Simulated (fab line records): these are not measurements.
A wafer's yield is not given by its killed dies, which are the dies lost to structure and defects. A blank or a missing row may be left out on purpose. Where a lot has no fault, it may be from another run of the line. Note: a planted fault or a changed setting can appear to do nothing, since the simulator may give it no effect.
The tool behind it: which one? | flow gf180mcu | 24 lots with 72 wafers sampled at 6 steps, on a route of 602 steps

== WHAT EACH GAUGE READ, for each wafer ==
GF_V4_RS_MEAS_24: measures by four-point-probe.
lot  | measured     | on            | V4_W_RS (ohm/sq)
L074 | day 24 23:46 | film-metro-03 | 0.332 0.327 0.328
L075 | day 25 11:19 | film-metro-03 | 0.338 0.337 0.335
L076 | day 25 15:31 | film-metro-04 | 0.326 0.327 0.326
L077 | day 25 18:37 | film-metro-02 | 0.339 0.335 0.337
L079 | day 26 00:41 | film-metro-04 | 0.332 0.329 0.331
L078 | day 26 04:58 | film-metro-03 | 0.328 0.330 0.329
L080 | day 26 14:37 | film-metro-03 | 0.335 0.332 0.334
L081 | day 26 22:20 | film-metro-03 | 0.332 0.337 0.337
L082 | day 27 03:25 | film-metro-03 | 0.331 0.334 0.335
L083 | day 27 07:05 | film-metro-02 | 0.329 0.330 0.332
L084 | day 27 22:02 | film-metro-03 | 0.333 0.333 0.336
L085 | day 28 05:59 | film-metro-02 | 0.327 0.329 0.328
L086 | day 28 14:43 | film-metro-02 | 0.327 0.328 0.327
L087 | day 28 17:46 | film-metro-04 | 0.328 0.326 0.331
L088 | day 28 21:35 | film-metro-04 | 0.333 0.330 0.331
L089 | day 29 12:47 | film-metro-02 | 0.330 0.327 0.328
L090 | day 29 13:34 | film-metro-02 | 0.330 0.329 0.328
L091 | day 29 22:17 | film-metro-03 | 0.332 0.334 0.334
L092 | day 29 22:26 | film-metro-02 | 0.325 0.328 0.331
L093 | day 30 12:04 | film-metro-02 | 0.339 0.337 0.337
L094 | day 30 14:43 | film-metro-02 | 0.329 0.324 0.331
L095 | day 31 02:36 | film-metro-02 | 0.330 0.330 0.333
L096 | day 31 05:10 | film-metro-03 | 0.330 0.332 0.334
L097 | day 31 09:34 | film-metro-04 | 0.334 0.328 0.331

GF_TOP_METAL_RS_MEAS_05: measures by four-point-probe.
lot  | measured     | on            | TOP_METAL_ALCU_RS (ohm/sq)
L074 | day 27 18:59 | film-metro-03 | 0.0321 0.0321 0.0323
L075 | day 28 03:06 | film-metro-02 | 0.0329 0.0328 0.0328
L076 | day 28 08:37 | film-metro-01 | 0.0332 0.0332 0.0332
L077 | day 28 13:34 | film-metro-01 | 0.0331 0.0329 0.0328
L079 | day 28 17:10 | film-metro-01 | 0.0330 0.0332 0.0329
L078 | day 28 20:30 | film-metro-01 | 0.0327 0.0324 0.0327
L080 | day 29 06:17 | film-metro-03 | 0.0327 0.0325 0.0326
L081 | day 29 15:38 | film-metro-02 | 0.0329 0.0331 0.0331
L082 | day 29 17:10 | film-metro-03 | 0.0324 0.0324 0.0325
L083 | day 29 20:33 | film-metro-01 | 0.0326 0.0328 0.0327
L084 | day 30 12:04 | film-metro-03 | 0.0323 0.0326 0.0322
L085 | day 30 19:24 | film-metro-01 | 0.0326 0.0322 0.0324
L086 | day 31 02:56 | film-metro-01 | 0.0324 0.0328 0.0327
L087 | day 31 06:02 | film-metro-03 | 0.0326 0.0323 0.0326
L088 | day 31 09:33 | film-metro-03 | 0.0325 0.0327 0.0326
L089 | day 31 23:02 | film-metro-02 | 0.0336 0.0333 0.0335
L090 | day 32 00:14 | film-metro-02 | 0.0329 0.0327 0.0330
L091 | day 32 08:09 | film-metro-02 | 0.0332 0.0326 0.0328
L092 | day 32 08:27 | film-metro-01 | 0.0328 0.0331 0.0329
L093 | day 32 19:22 | film-metro-03 | 0.0328 0.0327 0.0329
L094 | day 32 23:12 | film-metro-01 | 0.0323 0.0319 0.0321
L095 | day 33 08:02 | film-metro-01 | 0.0323 0.0324 0.0324
L096 | day 33 12:14 | film-metro-02 | 0.0325 0.0323 0.0326
L097 | day 33 14:23 | film-metro-02 | 0.0331 0.0331 0.0329

GF_TOP_METAL_OVL_MEAS_15.
lot  | measured     | on         | TOP_METAL_OVL (nm)
L074 | day 28 14:58 | overlay-02 | -1.1 0.0 1.6
L075 | day 28 23:07 | overlay-02 | -0.8 -0.7 -0.6
L076 | day 29 04:04 | overlay-01 | 0.7 1.5 2.4
L077 | day 29 08:32 | overlay-01 | -2.1 -0.1 -2.3
L079 | day 29 12:49 | overlay-02 | 1.3 -0.9 0.0
L078 | day 29 16:01 | overlay-01 | 1.0 -0.1 -1.0
L080 | day 30 00:49 | overlay-02 | -0.3 1.1 -0.2
L081 | day 30 10:23 | overlay-01 | 1.8 -0.9 0.2
L082 | day 30 11:37 | overlay-02 | 0.2 0.3 1.6
L083 | day 30 15:19 | overlay-01 | -1.4 -2.3 -1.1
L084 | day 31 05:58 | overlay-02 | 1.1 0.9 -0.8
L085 | day 31 12:49 | overlay-02 | 2.2 0.8 -0.2
L086 | day 31 19:44 | overlay-02 | -0.4 2.2 0.3
L087 | day 31 23:01 | overlay-02 | 1.2 -0.5 0.3
L088 | day 32 02:34 | overlay-01 | -2.0 -2.7 -2.0
L089 | day 32 16:04 | overlay-02 | -1.0 2.0 1.6
L090 | day 32 16:58 | overlay-01 | -0.6 1.6 0.2
L091 | day 32 23:52 | overlay-01 | -0.3 -0.5 -0.9
L092 | day 33 00:37 | overlay-02 | 1.0 -0.7 -1.2
L093 | day 33 11:37 | overlay-02 | 1.4 0.1 1.4
L094 | day 33 14:22 | overlay-02 | 2.1 1.4 3.4
L095 | day 33 23:49 | overlay-01 | -3.2 -2.0 -3.1
L096 | day 34 02:52 | overlay-01 | -0.7 -0.2 0.1
L097 | day 34 05:31 | overlay-01 | -0.4 -0.2 -1.0

== TOOL THAT RAN EACH LOT (tool first, then ch and the chambers of the sampled wafers, then the start) ==
lot  | GF_V1_CMP_26                  | GF_MIM_SPUTTER_02            | GF_TOP_METAL_SPUTTER_04
L074 | cmp-02 ch 2,3, day 18 17:32   | pvd-sputter-01, day 25 01:02 | pvd-sputter-02, day 27 18:57
L075 | cmp-01 ch 1,3, day 19 06:07   | pvd-sputter-04, day 25 11:54 | pvd-sputter-01, day 28 03:04
L076 | cmp-01 ch 0,1,3, day 19 11:44 | pvd-sputter-04, day 25 16:08 | pvd-sputter-02, day 28 08:35
L077 | cmp-02 ch 0,1,2, day 19 15:49 | pvd-sputter-01, day 25 19:14 | pvd-sputter-02, day 28 13:33
L079 | cmp-02 ch 0,1,3, day 19 21:29 | pvd-sputter-04, day 26 01:17 | pvd-sputter-01, day 28 17:07
L078 | cmp-02 ch 1,2,3, day 20 01:32 | pvd-sputter-03, day 26 05:35 | pvd-sputter-04, day 28 20:28
L080 | cmp-01 ch 0,2,3, day 20 14:25 | pvd-sputter-04, day 26 15:11 | pvd-sputter-04, day 29 06:13
L081 | cmp-02 ch 0,1,2, day 20 23:28 | pvd-sputter-01, day 26 23:08 | pvd-sputter-04, day 29 15:34
L082 | cmp-02 ch 2,3, day 21 05:51   | pvd-sputter-04, day 27 04:00 | pvd-sputter-04, day 29 17:07
L083 | cmp-01 ch 1,2, day 21 09:40   | pvd-sputter-03, day 27 07:40 | pvd-sputter-02, day 29 20:31
L084 | cmp-02 ch 0,1,3, day 22 03:50 | pvd-sputter-04, day 27 22:38 | pvd-sputter-02, day 30 12:01
L085 | cmp-01 ch 2,3, day 22 13:55   | pvd-sputter-04, day 28 06:35 | pvd-sputter-02, day 30 19:22
L086 | cmp-02 ch 0,3, day 22 20:59   | pvd-sputter-01, day 28 15:17 | pvd-sputter-01, day 31 02:52
L087 | cmp-01 ch 1,2,3, day 23 02:34 | pvd-sputter-03, day 28 18:23 | pvd-sputter-02, day 31 06:01
L088 | cmp-02 ch 0,1, day 23 08:01   | pvd-sputter-01, day 28 22:11 | pvd-sputter-01, day 31 09:32
L089 | cmp-01 ch 1,2,3, day 23 20:48 | pvd-sputter-01, day 29 13:25 | pvd-sputter-04, day 31 23:00
L090 | cmp-02 ch 0,3, day 24 01:51   | pvd-sputter-01, day 29 14:10 | pvd-sputter-04, day 32 00:13
L091 | cmp-02 ch 0,2, day 24 13:12   | pvd-sputter-03, day 29 22:53 | pvd-sputter-04, day 32 08:06
L092 | cmp-01 ch 1,2, day 24 13:14   | pvd-sputter-01, day 29 23:01 | pvd-sputter-01, day 32 08:24
L093 | cmp-01 ch 0,2,3, day 25 03:26 | pvd-sputter-04, day 30 12:41 | pvd-sputter-01, day 32 19:20
L094 | cmp-02 ch 0,1, day 25 08:32   | pvd-sputter-04, day 30 15:20 | pvd-sputter-02, day 32 23:10
L095 | cmp-01 ch 0,1,3, day 25 17:41 | pvd-sputter-04, day 31 03:13 | pvd-sputter-04, day 33 08:00
L096 | cmp-01 ch 0,1,2, day 25 22:30 | pvd-sputter-01, day 31 05:45 | pvd-sputter-02, day 33 12:11
L097 | cmp-02 ch 1,2,3, day 26 05:05 | pvd-sputter-04, day 31 10:11 | pvd-sputter-04, day 33 14:22
- GF_V1_CMP_26: polishes, stops on SiO2, t overpolish 15 s, target thk 0 nm.
- GF_MIM_SPUTTER_02: material AlCu, target thk 450 nm, time 23.9 s.
- GF_TOP_METAL_SPUTTER_04: material TiN, target thk 25 nm, time 20.8 s.

== WHAT THE TOOLS THEMSELVES READ (means of the sampled wafers that have a number; where no wafer has one, the mark that the record gives instead) ==
GF_V1_CMP_26.
lot  | tool   | motor-current-A (A) | overpolish-run-s (s) | time-to-endpoint-s (s)
L074 | cmp-02 | 11.0                | 15.011               | 89
L075 | cmp-01 | 10.6                | 14.999               | 81
L076 | cmp-01 | 10.3                | 14.995               | 78
L077 | cmp-02 | 10.7                | 14.998               | 83
L079 | cmp-02 | 10.9                | 15.007               | 84
L078 | cmp-02 | 10.5                | 14.991               | 83
L080 | cmp-01 | 10.0                | 15.003               | 86
L081 | cmp-02 | 10.6                | 14.996               | 88
L082 | cmp-02 | 11.7                | 15.001               | 91
L083 | cmp-01 | 11.7                | 15.001               | 85
L084 | cmp-02 | 10.6                | 15.010               | 86
L085 | cmp-01 | 9.6                 | 14.995               | 85
L086 | cmp-02 | 11.7                | 15.002               | 85
L087 | cmp-01 | 10.4                | 14.996               | 84
L088 | cmp-02 | 10.8                | 15.005               | 88
L089 | cmp-01 | 10.5                | 14.998               | 83
L090 | cmp-02 | 11.5                | 15.005               | 84
L091 | cmp-02 | 11.5                | 14.999               | 89
L092 | cmp-01 | 11.9                | 14.992               | 84
L093 | cmp-01 | 10.1                | 14.991               | 83
L094 | cmp-02 | 11.0                | 14.996               | 91
L095 | cmp-01 | 10.0                | 15.000               | 84
L096 | cmp-01 | 10.9                | 14.999               | 80
L097 | cmp-02 | 10.6                | 14.999               | 86

GF_MIM_SPUTTER_02.
lot  | tool           | cathode-dc-power-W (W) | throttle-valve-pct (%)
L074 | pvd-sputter-01 | 10600                  | 30.2
L075 | pvd-sputter-04 | 10599                  | 30.4
L076 | pvd-sputter-04 | 10600                  | 31.7
L077 | pvd-sputter-01 | 10601                  | 30.3
L079 | pvd-sputter-04 | 10601                  | 29.6
L078 | pvd-sputter-03 | 10598                  | 29.8
L080 | pvd-sputter-04 | 10600                  | 30.1
L081 | pvd-sputter-01 | 10599                  | 30.1
L082 | pvd-sputter-04 | 10601                  | 30.1
L083 | pvd-sputter-03 | 10600                  | 30.1
L084 | pvd-sputter-04 | 10600                  | 30.8
L085 | pvd-sputter-04 | 10600                  | 31.4
L086 | pvd-sputter-01 | 10601                  | 30.3
L087 | pvd-sputter-03 | 10599                  | 30.5
L088 | pvd-sputter-01 | 10600                  | 29.8
L089 | pvd-sputter-01 | 10602                  | 29.7
L090 | pvd-sputter-01 | 10600                  | 30.4
L091 | pvd-sputter-03 | 10600                  | 30.1
L092 | pvd-sputter-01 | 10600                  | 29.8
L093 | pvd-sputter-04 | 10601                  | 30.1
L094 | pvd-sputter-04 | 10599                  | 29.7
L095 | pvd-sputter-04 | 10602                  | 30.6
L096 | pvd-sputter-01 | 10601                  | 30.1
L097 | pvd-sputter-04 | 10600                  | 31.9

GF_TOP_METAL_SPUTTER_04.
lot  | tool           | cathode-dc-power-W (W) | throttle-valve-pct (%)
L074 | pvd-sputter-02 | 6501.1                 | 30.0
L075 | pvd-sputter-01 | 6500.2                 | 29.5
L076 | pvd-sputter-02 | 6499.5                 | 29.0
L077 | pvd-sputter-02 | 6499.9                 | 28.8
L079 | pvd-sputter-01 | 6499.8                 | 30.4
L078 | pvd-sputter-04 | 6500.7                 | 31.2
L080 | pvd-sputter-04 | 6500.3                 | 30.2
L081 | pvd-sputter-04 | 6499.8                 | 31.3
L082 | pvd-sputter-04 | 6500.7                 | 29.8
L083 | pvd-sputter-02 | 6500.5                 | 29.4
L084 | pvd-sputter-02 | 6500.4                 | 29.3
L085 | pvd-sputter-02 | 6499.1                 | 30.2
L086 | pvd-sputter-01 | 6499.2                 | 30.0
L087 | pvd-sputter-02 | 6500.3                 | 29.4
L088 | pvd-sputter-01 | 6500.1                 | 30.0
L089 | pvd-sputter-04 | 6501.4                 | 30.1
L090 | pvd-sputter-04 | 6498.8                 | 30.6
L091 | pvd-sputter-04 | 6500.4                 | 31.9
L092 | pvd-sputter-01 | 6499.5                 | 30.0
L093 | pvd-sputter-01 | 6499.8                 | 29.9
L094 | pvd-sputter-02 | 6500.0                 | 30.1
L095 | pvd-sputter-04 | 6498.9                 | 30.6
L096 | pvd-sputter-02 | 6500.1                 | 30.1
L097 | pvd-sputter-04 | 6498.6                 | 30.4

== THE ANSWER, worked out from the rows above alone ==
Rule: the usual values come from the lots themselves. The widest of any qualifying gaps counts: lots, ordered by their means at a reading, are off when they make up no more than a third of the lots, leave a main group of 4 or more, and stand apart from it by 3 or more times the standard deviation of that group's means. Not used: any main group whose means are identical at the precision the tables above print for the reading. A lot without any number at a reading at which 4 lots or more have one is off too. The other lots that the step has rows for count as sound. After the gauges, taken in route order, come the tools' own readings; for these a lot's mean is taken, as printed above. At the first step where some lot is off, the reading lying furthest off is the one used; lots without a number count as furthest.
No lot is off on any of the readings shown, so nothing can be concluded from this.

== WHAT THE SIMULATOR HAD PUT IN ==
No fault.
